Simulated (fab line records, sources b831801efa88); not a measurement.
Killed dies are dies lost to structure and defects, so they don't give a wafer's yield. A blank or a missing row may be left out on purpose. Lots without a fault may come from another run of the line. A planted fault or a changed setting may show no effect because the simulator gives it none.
Which tool did it? | flow sky130 | 14 lots, 42 wafers sampled, at 6 steps of a route of 708

WHAT THE GAUGES READ, wafer by wafer
SKY_METAL5_RS_MEAS_05: measures by four-point-probe.
lot  | measured     | on            | METAL5_ALCU_RS (ohm/sq)
L182 | day 42 12:16 | film_metro-04 | 0.02688 0.02698 0.02684
L183 | day 43 07:07 | film_metro-01 | 0.0269 0.02708 0.02722
L184 | day 43 07:52 | film_metro-01 | 0.02681 0.02684 0.02695
L185 | day 43 10:43 | film_metro-04 | 0.02175 0.02149 0.02171
L188 | day 44 16:29 | film_metro-04 | 0.02168 0.02148 0.02149
L193 | day 45 22:55 | film_metro-01 | 0.02689 0.02704 0.0269
L195 | day 46 10:49 | film_metro-04 | 0.02729 0.02714 0.02746
L196 | day 46 17:59 | film_metro-01 | 0.02686 0.02693 0.02683
L198 | day 47 02:01 | film_metro-04 | 0.02702 0.0273 0.02693
L200 | day 47 15:43 | film_metro-03 | 0.02715 0.02691 0.0269
L201 | day 47 16:58 | film_metro-03 | 0.02702 0.02697 0.02697
L202 | day 47 23:41 | film_metro-04 | 0.0269 0.02685 0.02694
L203 | day 48 02:55 | film_metro-03 | 0.02724 0.02722 0.02735
L204 | day 48 07:02 | film_metro-01 | 0.02655 0.02657 0.02662

SKY_METAL5_THK_MEAS_06: measures by xrf.
lot  | measured     | on            | METAL5_ALCU_THK (nm)
L182 | day 42 12:23 | film_metro-04 | 1155 1140 1154
L183 | day 43 07:14 | film_metro-01 | 1145 1135 1131
L184 | day 43 07:58 | film_metro-01 | 1150 1150 1136
L185 | day 43 10:50 | film_metro-04 | 1426 1437 1425
L188 | day 44 16:36 | film_metro-04 | 1411 1426 1429
L193 | day 45 23:02 | film_metro-01 | 1137 1144 1141
L195 | day 46 10:56 | film_metro-04 | 1130 1130 1124
L196 | day 46 18:05 | film_metro-01 | 1146 1135 1152
L198 | day 47 02:08 | film_metro-04 | 1136 1124 1143
L200 | day 47 15:50 | film_metro-03 | 1148 1161 1152
L201 | day 47 17:05 | film_metro-03 | 1155 1157 1152
L202 | day 47 23:49 | film_metro-04 | 1140 1141 1148
L203 | day 48 03:02 | film_metro-03 | 1138 1141 1135
L204 | day 48 07:10 | film_metro-01 | 1157 1153 1154

WHICH TOOL RAN EACH LOT (tool, then ch and the chambers of the sampled wafers, then the start)
lot  | SKY_METAL4_ETCH_16                | SKY_VIA4_CMP_02               | SKY_METAL5_SPUTTER_02        | SKY_METAL5_SPUTTER_04
L182 | rie_metal-03 ch 0,1, day 41 09:38 | cmp-01 ch 0,3, day 41 10:45   | pvd_sputter-01, day 42 12:08 | pvd_sputter-01, day 42 12:12
L183 | rie_metal-03 ch 0,1, day 42 04:53 | cmp-01 ch 0,1,2, day 42 06:14 | pvd_sputter-04, day 43 06:59 | pvd_sputter-04, day 43 07:03
L184 | rie_metal-03 ch 0,1, day 42 06:13 | cmp-02 ch 0,1, day 42 07:21   | pvd_sputter-01, day 43 07:43 | pvd_sputter-01, day 43 07:47
L185 | rie_metal-04 ch 0,1, day 42 09:07 | cmp-02 ch 0,1,3, day 42 10:19 | pvd_sputter-01, day 43 10:36 | pvd_sputter-01, day 43 10:40
L188 | rie_metal-02 ch 0,1, day 43 14:47 | cmp-02 ch 1,2,3, day 43 16:17 | pvd_sputter-01, day 44 16:22 | pvd_sputter-01, day 44 16:26
L193 | rie_metal-02 ch 0,1, day 44 22:34 | cmp-01 ch 0,1,3, day 44 23:44 | pvd_sputter-04, day 45 22:49 | pvd_sputter-04, day 45 22:52
L195 | rie_metal-02 ch 1, day 45 11:22   | cmp-01 ch 0,1, day 45 12:31   | pvd_sputter-02, day 46 10:42 | pvd_sputter-02, day 46 10:46
L196 | rie_metal-02 ch 0,1, day 45 18:41 | cmp-01 ch 1,2, day 45 19:50   | pvd_sputter-02, day 46 17:50 | pvd_sputter-02, day 46 17:54
L198 | rie_metal-03 ch 0,1, day 46 03:47 | cmp-02 ch 0,1,3, day 46 05:08 | pvd_sputter-02, day 47 01:55 | pvd_sputter-02, day 47 01:58
L200 | rie_metal-02 ch 0,1, day 46 16:34 | cmp-01 ch 1,3, day 46 17:47   | pvd_sputter-01, day 47 15:36 | pvd_sputter-01, day 47 15:40
L201 | rie_metal-04 ch 0,1, day 46 18:29 | cmp-01 ch 0,2,3, day 46 19:37 | pvd_sputter-02, day 47 16:51 | pvd_sputter-02, day 47 16:55
L202 | rie_metal-03 ch 0,1, day 47 01:19 | cmp-02 ch 0,1,3, day 47 02:29 | pvd_sputter-04, day 47 23:34 | pvd_sputter-04, day 47 23:38
L203 | rie_metal-04 ch 0,1, day 47 04:38 | cmp-02 ch 0,1,3, day 47 05:53 | pvd_sputter-02, day 48 02:47 | pvd_sputter-02, day 48 02:52
L204 | rie_metal-03 ch 0,1, day 47 08:41 | cmp-02 ch 2,3, day 47 09:53   | pvd_sputter-01, day 48 06:55 | pvd_sputter-01, day 48 06:59
- SKY_METAL4_ETCH_16: etches BARC in N2/H2, stops on SiO2, time 88.2 s, target depth 60 nm.
- SKY_VIA4_CMP_02: polishes SiO2.
- SKY_METAL5_SPUTTER_02: material AlCu, target thk 1150 nm, time 61.2 s.
- SKY_METAL5_SPUTTER_04: material TiN, target thk 70 nm, time 58.3 s.

WHAT THE TOOLS THEMSELVES READ (means of the sampled wafers that have a number; where no wafer has one, the mark that the record gives instead)
SKY_METAL4_ETCH_16.
lot  | tool         | chamber_pressure_mTorr (mTorr) | drypump_motor_current_A (A) | oes_product_au (a.u.) | throttle_valve_pct (%)
L182 | rie_metal-03 | 30.018                         | 5.5                         | 0.626                 | 13.216
L183 | rie_metal-03 | 30.000                         | 5.7                         | 0.621                 | 13.203
L184 | rie_metal-03 | 29.981                         | 5.5                         | 0.619                 | 13.202
L185 | rie_metal-04 | 29.981                         | 5.9                         | 0.624                 | 13.201
L188 | rie_metal-02 | 29.998                         | 5.5                         | 0.630                 | 13.208
L193 | rie_metal-02 | 29.989                         | 5.5                         | 0.626                 | 13.209
L195 | rie_metal-02 | 29.972                         | 5.6                         | 0.626                 | 13.209
L196 | rie_metal-02 | 29.973                         | 5.5                         | 0.629                 | 13.202
L198 | rie_metal-03 | 30.012                         | 5.5                         | 0.624                 | 13.193
L200 | rie_metal-02 | 29.999                         | 5.5                         | 0.623                 | 13.214
L201 | rie_metal-04 | 30.012                         | 6.0                         | 0.622                 | 13.210
L202 | rie_metal-03 | 29.985                         | 5.5                         | 0.624                 | 13.209
L203 | rie_metal-04 | 30.003                         | 5.9                         | 0.625                 | 13.198
L204 | rie_metal-03 | 30.037                         | 5.5                         | 0.628                 | 13.211

SKY_VIA4_CMP_02.
lot  | tool   | motor_current_A (A)
L182 | cmp-01 | 12.9
L183 | cmp-01 | 13.3
L184 | cmp-02 | 12.1
L185 | cmp-02 | 12.6
L188 | cmp-02 | 12.0
L193 | cmp-01 | 13.1
L195 | cmp-01 | 13.2
L196 | cmp-01 | 12.0
L198 | cmp-02 | 12.4
L200 | cmp-01 | 12.8
L201 | cmp-01 | 12.5
L202 | cmp-02 | 12.4
L203 | cmp-02 | 12.2
L204 | cmp-02 | 12.9

SKY_METAL5_SPUTTER_02.
lot  | tool           | throttle_valve_pct (%)
L182 | pvd_sputter-01 | 31.4
L183 | pvd_sputter-04 | 30.6
L184 | pvd_sputter-01 | 30.2
L185 | pvd_sputter-01 | 30.0
L188 | pvd_sputter-01 | 30.0
L193 | pvd_sputter-04 | 30.8
L195 | pvd_sputter-02 | 29.5
L196 | pvd_sputter-02 | 28.2
L198 | pvd_sputter-02 | 28.9
L200 | pvd_sputter-01 | 30.1
L201 | pvd_sputter-02 | 29.1
L202 | pvd_sputter-04 | 30.8
L203 | pvd_sputter-02 | 29.4
L204 | pvd_sputter-01 | 30.8

SKY_METAL5_SPUTTER_04.
lot  | tool           | throttle_valve_pct (%)
L182 | pvd_sputter-01 | 31.4
L183 | pvd_sputter-04 | 30.6
L184 | pvd_sputter-01 | 30.3
L185 | pvd_sputter-01 | 30.0
L188 | pvd_sputter-01 | 30.1
L193 | pvd_sputter-04 | 30.7
L195 | pvd_sputter-02 | 29.5
L196 | pvd_sputter-02 | 28.4
L198 | pvd_sputter-02 | 28.7
L200 | pvd_sputter-01 | 30.0
L201 | pvd_sputter-02 | 29.1
L202 | pvd_sputter-04 | 30.7
L203 | pvd_sputter-02 | 29.2
L204 | pvd_sputter-01 | 30.8

THE ANSWER, worked out from the rows above alone
Rule: what is usual is taken from the lots themselves. Put in order of their means at a reading, lots are off if they are a third of the lots or fewer, leave a main group of 4 or more, and stand apart from it by a gap of 3 or more times the standard deviation of the main group's means; of several such gaps the widest counts. A main group whose means are all the same, to the digits that the tables above print for the reading, isn't used. A lot without any number at a reading at which 4 lots or more have one is off too. The other lots that the step has rows for count as sound. The gauges are gone through in route order, then the tools' own readings, and for those a lot's mean is taken as printed above. The first step at which some lot is off is used, and at that step the reading that is off furthest; a lot without a number counts as furthest.
Off: L185, L188, at SKY_METAL5_RS_MEAS_05 (METAL5_ALCU_RS). The main group: mean 0.02698 ohm/sq, standard deviation 0.00018.
A tool fits if, at a process step before that reading, it ran every lot that is off, and no sound lot after the first of them. The gauges at SKY_METAL5_RS_MEAS_05 are tried like those tools. None of those tried fits.

WHAT THE SIMULATOR HAD PUT IN
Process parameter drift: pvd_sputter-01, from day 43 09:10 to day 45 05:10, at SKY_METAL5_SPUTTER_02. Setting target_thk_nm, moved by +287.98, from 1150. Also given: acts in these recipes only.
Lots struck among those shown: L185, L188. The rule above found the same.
